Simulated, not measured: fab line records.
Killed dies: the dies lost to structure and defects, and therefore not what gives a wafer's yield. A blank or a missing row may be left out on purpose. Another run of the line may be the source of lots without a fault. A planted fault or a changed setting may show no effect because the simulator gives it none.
Which tool was responsible? + flow sky130 + route of 708 steps, sampled at 1 step: 10 lots, 30 wafers

== WHAT THE GAUGES READ, wafer by wafer ==
SKY_VIA1_BOW_MEAS_03.
| lot  | measured     | on            | VIA1_BOW (um) |
|------|--------------|---------------|---------------|
| L979 | day 32 10:34 | film metro-02 | 88 87 84      |
| L980 | day 33 03:59 | film metro-04 | 85 85 76      |
| L985 | day 34 21:28 | film metro-04 | 90 86 88      |
| L989 | day 35 22:44 | film metro-04 | 70 75 65      |
| L988 | day 36 01:05 | film metro-02 | 83 80 84      |
| L991 | day 36 19:19 | film metro-04 | 86 81 77      |
| L993 | day 37 11:38 | film metro-04 | 90 72 68      |
| L997 | day 38 14:14 | film metro-04 | 96 88 79      |
| L999 | day 38 23:43 | film metro-02 | 77 82 79      |
| L102 | day 39 14:55 | film metro-04 | 98 88 95      |

== WHICH TOOL RAN EACH LOT (tool, then ch and the chambers of the sampled wafers, then the start) ==
There is no process step in the record ahead of these readings.

== THE ANSWER, worked out from the rows above alone ==
Rule: the lots themselves supply what counts as usual. Put in order of their means at a reading, lots are off if they are a third of the lots or fewer, leave a main group of 4 or more, and stand apart from it by a gap of 3 or more times the standard deviation of the main group's means; of several such gaps the widest counts. The tables above print the reading to a certain number of digits; a main group whose means all agree to those digits is not used. A lot without any number at a reading at which 4 lots or more have one is off too. Any other lot the step has rows for is counted as sound.
No lot is off on any of the readings shown, so nothing can be concluded from this.

== WHAT WAS PUT IN BY THE SIMULATOR ==
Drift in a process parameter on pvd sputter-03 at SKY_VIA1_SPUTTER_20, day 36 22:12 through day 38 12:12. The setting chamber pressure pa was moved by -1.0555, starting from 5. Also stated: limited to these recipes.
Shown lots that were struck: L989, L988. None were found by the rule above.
